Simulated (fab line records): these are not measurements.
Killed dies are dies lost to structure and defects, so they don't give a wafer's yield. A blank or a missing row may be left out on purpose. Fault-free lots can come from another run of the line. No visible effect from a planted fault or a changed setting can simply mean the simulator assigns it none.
Commonality check across tools	flow sky130	33 wafers sampled across 11 lots

WHY THIS WAS OPENED
At SKY_LDD_N_TW_MEAS_17 the reading LDD_N_TW is flagged on 1 of 11 lots. Fault-free wafers read 2569, with a standard deviation of 14.
Rule: a lot gets a flag if all its wafers with a number sit over 4 standard deviations from that mean, or if no wafer of it has a number. The other lots count as sound.

lot	measured	on	LDD_N_TW, wafer by wafer	flag
L881	day 18 02:36	film metro-03	2556 2565 2579	
L885	day 18 12:45	film metro-01	2556 2562 2545	
L888	day 20 02:12	film metro-04	2572 2583 2576	
L890	day 20 18:10	film metro-01	29 30 30	FLAGGED
L891	day 21 02:50	film metro-03	2582 2573 2572	
L899	day 24 03:24	film metro-03	2579 2589 2577	
L900	day 24 14:58	film metro-01	2571 2562 2570	
L901	day 24 16:23	film metro-03	2567 2569 2581	
L902	day 25 03:08	film metro-04	2603 2575 2574	
L903	day 25 14:46	film metro-03	2585 2580 2583	
L904	day 26 10:04	film metro-03	2575 2585 2580	
The numbers of the flagged lots are 30 on average: -2539 against the usual, or -99 or more standard deviations.

EACH LOT AND THE TOOL IT RAN ON
2 process steps preceding the reading are held in the record, out of 708 steps in the route. Every cell lists first the tool, next ch and the chambers used by the sampled wafers, and last the start.
lot	flag	SKY_POLY_GATE_ETCH_16	SKY_LDD_N_EXPOSE_04
L881		rie diel-03 ch 0,1,2, day 16 18:34	iline stepper-01 ch 0, day 17 10:38
L885		rie diel-01 ch 0,3, day 17 03:42	iline stepper-01 ch 0, day 17 21:18
L888		rie diel-02 ch 0,1,3, day 18 14:04	iline stepper-02 ch 0, day 19 10:03
L890	FLAGGED	rie diel-03 ch 1,2,3, day 19 03:48	iline stepper-02 ch 0, day 20 01:52
L891		rie diel-03 ch 1,2,3, day 19 17:49	iline stepper-02 ch 0, day 20 11:12
L899		rie diel-02 ch 1,3, day 22 18:10	iline stepper-01 ch 0, day 23 11:23
L900		rie diel-01 ch 1,3, day 23 05:13	iline stepper-01 ch 0, day 23 22:58
L901		rie diel-02 ch 1,3, day 23 07:07	iline stepper-02 ch 0, day 24 00:35
L902		rie diel-03 ch 0,1,3, day 23 18:01	iline stepper-02 ch 0, day 24 11:06
L903		rie diel-03 ch 0,1,2, day 24 06:42	iline stepper-02 ch 0, day 24 23:38
L904		rie diel-01 ch 0,3, day 25 02:30	iline stepper-01 ch 0, day 25 19:10
These steps, and what they do:
- SKY_POLY_GATE_ETCH_16: etches Si3N4 in CH3F/O2, stops on poly-Si, time 151.2 s, target depth 75 nm.
- SKY_LDD_N_EXPOSE_04: exposes mask NTM, target cd 840 nm.
- SKY_LDD_N_TW_MEAS_17

FLAGGED AGAINST TOTAL, ONE TOOL AT A TIME (gauges that did the reading follow at the end)
step	tool	lots run	flagged	share of the flagged lots	sound lots run after its first flagged lot
SKY_POLY_GATE_ETCH_16	rie diel-01	3	0	none	-
SKY_POLY_GATE_ETCH_16	rie diel-02	3	0	none	-
SKY_POLY_GATE_ETCH_16	rie diel-03	5	1	all	3 (L891,L902,L903)
SKY_LDD_N_EXPOSE_04	iline stepper-01	5	0	none	-
SKY_LDD_N_EXPOSE_04	iline stepper-02	6	1	all	4 (L891,L901,L902,L903)
SKY_LDD_N_TW_MEAS_17	film metro-01	3	1	all	1 (L900)
SKY_LDD_N_TW_MEAS_17	film metro-03	6	0	none	-
SKY_LDD_N_TW_MEAS_17	film metro-04	2	0	none	-

WHAT IS ALLOWED BY THE TABLE
In the table, 3 rows ran each flagged lot (rie diel-03 at SKY_POLY_GATE_ETCH_16; iline stepper-02 at SKY_LDD_N_EXPOSE_04; film metro-01 at SKY_LDD_N_TW_MEAS_17).
- rie diel-03 at SKY_POLY_GATE_ETCH_16: 1 of its 5 lots flagged. After the first flagged lot (L891, L902, L903), sound lots still ran on it; a lasting fault on the whole tool would not permit that.
- iline stepper-02 at SKY_LDD_N_EXPOSE_04: 1 of its 6 lots flagged. After the first flagged lot (L891, L901, L902, L903), sound lots still ran on it; a lasting fault on the whole tool would not permit that.
- film metro-01 at SKY_LDD_N_TW_MEAS_17: 1 of its 3 lots flagged. After the first flagged lot (L900), sound lots still ran on it; a lasting fault on the whole tool would not permit that.
Every row of the table either missed a flagged lot or ran a sound lot after the first.

WHAT HAD BEEN PUT IN BY THE SIMULATOR
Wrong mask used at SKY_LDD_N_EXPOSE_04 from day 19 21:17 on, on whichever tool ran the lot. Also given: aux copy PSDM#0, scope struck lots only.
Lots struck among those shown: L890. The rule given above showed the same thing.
